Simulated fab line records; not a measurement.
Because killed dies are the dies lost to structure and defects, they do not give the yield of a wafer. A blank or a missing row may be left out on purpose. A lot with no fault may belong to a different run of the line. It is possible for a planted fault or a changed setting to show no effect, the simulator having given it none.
One fault through the eyes of 2 desks	flow gf180mcu	numbers are kept per desk, each desk with only its own; the story behind them comes last

== THE METROLOGY DESK ==
Lot by lot, what the gauges showed, no matter which tool ran the lot: averages of those sampled wafers that carry a number. If a lot's mean is further than 4 standard deviations from the usual mean, the lot is out of limits and carries the mark OUT (the distance appears in the brackets).
Columns: A = STI_OXIDATION_02_THK at GF_STI_THK_MEAS_30, usual 10.02 nm; B = POLY_GATE_OVL at GF_POLY_GATE_OVL_MEAS_11, usual -1 nm; C = HV_LDD_02_OVL at GF_HV_LDD_OVL_MEAS_32, usual 0.1 nm
lot	first seen here	A	B	C
L677	day 2 06:22	10.00	-0	-0.1
L678	day 2 10:45	9.78	-0	0.0
L679	day 2 17:22	10.13	-2	-3.1
L680	day 2 22:16	9.81	-5	0.3
L681	day 3 02:57	10.05	-4	0.6
L682	day 3 07:37	9.84	1	1.5
L683	day 3 13:19	10.26	-10	2.0
L684	day 3 17:49	10.19	3	1.8
L685	day 3 23:00	10.19	-2	-1.6
L690	day 5 01:55	10.22	-4	-
L692	day 5 11:44	10.00	1	0.9
L693	day 5 16:55	10.14	-6	-2.3
L700	day 7 07:59	9.96	5	-1.7
L699	day 7 08:01	10.07	3	-1.6
This desk found nothing out of limits on any of the 14 lots.

== AT THE TOOL OWNER'S DESK: rie si-02 ==
The tool's own readings at GF_POLY_GATE_ETCH_13 (etches poly-Si in HBr/Cl2, stops on SiO2, target depth 198.5 nm, time 69.6 s): means of the sampled wafers that have a number, for each lot that ran on this tool. If a lot's mean is further than 4 standard deviations from the usual mean, the lot is out of limits and carries the mark OUT (the distance appears in the brackets).
Columns: A = drypump motor current A at GF_POLY_GATE_ETCH_13, usual 5.6 A; B = oes product au at GF_POLY_GATE_ETCH_13, usual 0.986 a.u.; C = throttle valve pct at GF_POLY_GATE_ETCH_13, usual 33.684 %
lot	first seen here	A	B	C
L677	day 9 03:19	5.3	0.978	33.686
L678	day 9 14:07	5.2	0.985	33.683
L679	day 9 20:20	5.8	0.978	33.686
L680	day 10 01:20	5.8	0.987	33.683
L681	day 10 06:16	5.8	0.975	33.691
L682	day 10 11:52	5.7	0.983	33.684
L683	day 10 19:23	5.7	0.983	33.682
L684	day 11 00:49	5.3	0.989	33.684
L690	day 12 18:49	5.3	0.797 (-19) OUT	33.683
L692	day 13 12:29	5.2	0.883 (-10) OUT	33.684
L693	day 13 17:02	5.2	0.895 (-9.2) OUT	33.672
L699	day 16 04:57	6.2	0.992	33.681
This desk's verdict: out of limits on L690, L692, L693, starting with L690 at day 12 18:49 (oes product au at GF_POLY_GATE_ETCH_13). L677, L678, L679, L680, L681, L682, L683, L684, L699: within limits.

== BROUGHT TOGETHER ==
At day 12 18:49, on L690, L692, L693, the tool owner's desk was in a position to raise an alarm.
Metrology desk: nothing out of limits seen.
The metrology desk holds a record of L690, L692, L693, inside its limits.
On rie si-02, each named lot ran GF_POLY_GATE_ETCH_13.

== WHAT THE SIMULATOR HAD PUT IN ==
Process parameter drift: rie si-02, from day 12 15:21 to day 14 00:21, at GF_POLY_GATE_ETCH_13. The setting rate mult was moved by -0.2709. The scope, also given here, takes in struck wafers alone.
Lots struck among those shown: L690, L692, L693.
How many hours passed from the start of the fault until each desk's first out-of-limits reading: the tool owner's desk, 3.
